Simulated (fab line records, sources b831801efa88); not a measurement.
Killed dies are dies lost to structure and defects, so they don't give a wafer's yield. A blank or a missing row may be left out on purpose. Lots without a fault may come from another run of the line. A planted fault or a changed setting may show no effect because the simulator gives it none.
A struck lot beside a sound one | flow gf180mcu | 18 steps out of a route of 602
Sound: wafers L157.1, L157.3, L157.6. Struck: wafers L167.2, L167.3, L167.5. The cause comes at the end.
At each step with rows: each side's tool, then ch and its chambers, then its first start. Under that, the readings that differ: sound wafers | struck wafers | difference of the means | sigmas: that difference in standard deviations of wafers without a fault.
alike: readings whose means differ by less than 2 such deviations, and words and numbers that are the same on both sides. not compared: withheld readings, readings that some wafer has no value for, bounds like >300 that may hide the same value, and numbers for which the record gives no deviation and whose values overlap.
The two part at a step that has a row with sigmas, a row that says differs or no value, or rows on one side only. Numbers that don't overlap but have no deviation are shown without sigmas and don't part them. A reading that every wafer of one side lacks parts them only if that side has two wafers or more.

first, 3 steps without rows for these wafers: GF_V2_EXPOSE_11 (exposes mask Via2, target cd 260 nm); GF_V2_PEB_12 (peb time 90 s); GF_V2_DEVELOP_13 (develop time 60 s).
GF_V2_CD_MEAS_14: target cd 260 nm.
  sound on cd_sem-02, day 24 06:28; struck on cd_sem-02, day 27 03:58
  reading    | sound             | struck            | difference | sigmas
  cd_nm (nm) | 259.0 258.5 257.8 | 260.8 261.8 261.1 | +2.8       | +2
GF_V2_OVL_MEAS_15:
  sound on overlay-02, day 24 06:35; struck on overlay-02, day 27 04:04
  alike: V2_OVL
GF_V2_ETCH_16: etches BARC in N2/H2.
  sound on rie_diel-01 ch 1,2,3, day 24 06:37; struck on rie_diel-04 ch 2,3, day 27 04:05
  alike: drypump_motor_current_A, oes_product_au, rf_fwd_power_W, throttle_valve_pct
GF_V2_ETCH_17: etches SiO2 in C4F8/O2/Ar, stops on TiN, target depth 630 nm.
  sound on rie_diel-01 ch 1,2,3; struck on rie_diel-04 ch 2,3
  alike: oes_product_au, rf_fwd_power_W
then, 3 steps without rows for these wafers: GF_V2_STRIP_18 (strips in O2/N2); GF_V2_STRIP_19 (strips in post etch residue remover, time 1200 s); GF_V2_CLEAN_20 (cleans in DIW).
GF_V2_SPUTTER_21: material Ti, target thk 15 nm, time 80.02 s.
  sound on pvd_sputter-02, day 24 07:18; struck on pvd_sputter-02, day 27 04:46
  alike: throttle_valve_pct
GF_V2_SPUTTER_22: material TiN, target thk 10 nm, time 40 s.
  sound on pvd_sputter-02, day 24 07:22; struck on pvd_sputter-02, day 27 04:49
  alike: throttle_valve_pct
GF_V2_CVD_23: deposits W, target thk 350 nm, time 104.94 s.
  sound on cvd_w-02 ch 0,1, day 24 07:24; struck on cvd_w-02 ch 0,1, day 27 04:52
  reading                          | sound           | struck            | difference | sigmas
  model.W_of_V2_CVD_23.thk_nm (nm) | 348.9 350 353.9 | 559.1 558.2 559.4 | +208.0     |
  alike: chamber_pressure_Torr, heater_power_w
GF_V2_RS_MEAS_24: measures by four-point-probe.
  sound on film_metro-04, day 24 07:31; struck on film_metro-03, day 27 04:59
  reading          | sound             | struck            | difference | sigmas
  V2_W_RS (ohm/sq) | 0.329 0.327 0.324 | 0.204 0.205 0.204 | -0.122     | -39
GF_V2_THK_MEAS_25: measures by xrf.
  sound on film_metro-04, day 24 07:38; struck on film_metro-03, day 27 05:06
  reading       | sound       | struck | difference                    | sigmas
  V2_W_THK (nm) | 351 351 357 | - - -  | no value on the struck wafers |
GF_V2_CMP_26: polishes, stops on SiO2, t overpolish 15 s, target thk 0 nm.
  sound on cmp-01 ch 0,3, day 24 07:42; struck on cmp-02 ch 0,1, day 27 05:09
  reading                | sound    | struck      | difference | sigmas
  time_to_endpoint_s (s) | 84 79 87 | 138 134 139 | +54        | +14
  alike: edge_zone_pressure_frac, motor_current_A
GF_M3_SPUTTER_00: material Ti, target thk 37.5 nm, time 150 s.
  sound on pvd_sputter-04, day 24 08:00; struck on pvd_sputter-04, day 27 05:27
  alike: throttle_valve_pct
then, 1 step without rows for these wafers: GF_PASSIVATION_PROBE_99.

WHERE THEY PART
First at GF_V2_CD_MEAS_14; last, within this record, at GF_V2_CMP_26. Later steps at which nothing parts them and some readings are alike: GF_M3_SPUTTER_00.

WHY: what the simulator had put in
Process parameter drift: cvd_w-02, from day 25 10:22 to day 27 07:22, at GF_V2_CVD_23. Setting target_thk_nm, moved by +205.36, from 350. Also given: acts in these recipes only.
